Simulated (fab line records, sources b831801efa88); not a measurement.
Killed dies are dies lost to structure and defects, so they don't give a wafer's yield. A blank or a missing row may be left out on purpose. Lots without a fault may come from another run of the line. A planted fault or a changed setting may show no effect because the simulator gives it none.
Which tool did it? | flow gf180mcu | 11 lots, 27 wafers sampled, at 2 steps of a route of 602

WHAT THE GAUGES READ, wafer by wafer
GF_STI_CD_MEAS_12: target cd 220 nm.
lot  | measured    | on        | cd_nm (nm)
L780 | day 2 01:52 | cd_sem-02 | 220.4 220.7 221.6
L781 | day 2 07:29 | cd_sem-02 | 220.6 220.7 221.1
L782 | day 2 12:09 | cd_sem-02 | 219.5 221.0 220.8
L783 | day 2 16:07 | cd_sem-02 | 219.4 218.5 219.0
L786 | day 3 07:37 | cd_sem-01 | 220.4 221.7 220.6
L789 | day 4 00:29 | cd_sem-01 | 188.3 188.1
L793 | day 4 20:53 | cd_sem-02 | 188.5 188.7
L794 | day 5 02:06 | cd_sem-01 | 188.1 188.3
L795 | day 5 07:04 | cd_sem-02 | 220.1 220.7 218.9
L801 | day 6 13:43 | cd_sem-02 | 220.1 219.1 218.9
L802 | day 6 19:04 | cd_sem-01 | 219.2 219.1 218.8

WHICH TOOL RAN EACH LOT (tool, then ch and the chambers of the sampled wafers, then the start)
lot  | GF_STI_EXPOSE_09
L780 | krf_scanner-01 ch 0, day 1 20:44
L781 | krf_scanner-02 ch 0, day 2 00:46
L782 | krf_scanner-01 ch 0, day 2 06:05
L783 | krf_scanner-01 ch 0, day 2 10:31
L786 | krf_scanner-01 ch 0, day 3 01:41
L789 | krf_scanner-01 ch 0, day 3 17:48
L793 | krf_scanner-01 ch 0, day 4 13:43
L794 | krf_scanner-01 ch 0, day 4 19:20
L795 | krf_scanner-02 ch 0, day 4 23:44
L801 | krf_scanner-02 ch 0, day 6 06:37
L802 | krf_scanner-02 ch 0, day 6 10:53
- GF_STI_EXPOSE_09: exposes mask COMP, target cd 220 nm.

THE ANSWER, worked out from the rows above alone
Rule: what is usual is taken from the lots themselves. Put in order of their means at a reading, lots are off if they are a third of the lots or fewer, leave a main group of 4 or more, and stand apart from it by a gap of 3 or more times the standard deviation of the main group's means; of several such gaps the widest counts. A main group whose means are all the same, to the digits that the tables above print for the reading, isn't used. A lot without any number at a reading at which 4 lots or more have one is off too. The other lots that the step has rows for count as sound.
Off: L789, L793, L794, at GF_STI_CD_MEAS_12 (cd_nm). The main group: mean 220.0 nm, standard deviation 0.78.
A tool fits if, at a process step before that reading, it ran every lot that is off, and no sound lot after the first of them. The gauges at GF_STI_CD_MEAS_12 are tried like those tools. One fits: krf_scanner-01 at GF_STI_EXPOSE_09. Its last sound lot is L786 (day 3 01:41), its first lot that is off L789 (day 3 17:48): a fault that began between those two fits.

WHAT THE SIMULATOR HAD PUT IN
Process parameter drift: krf_scanner-01, from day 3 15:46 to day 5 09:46, at GF_STI_EXPOSE_09. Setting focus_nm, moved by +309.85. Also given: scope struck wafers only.
Lots struck among those shown: L789, L793, L794. The rule above found the same.
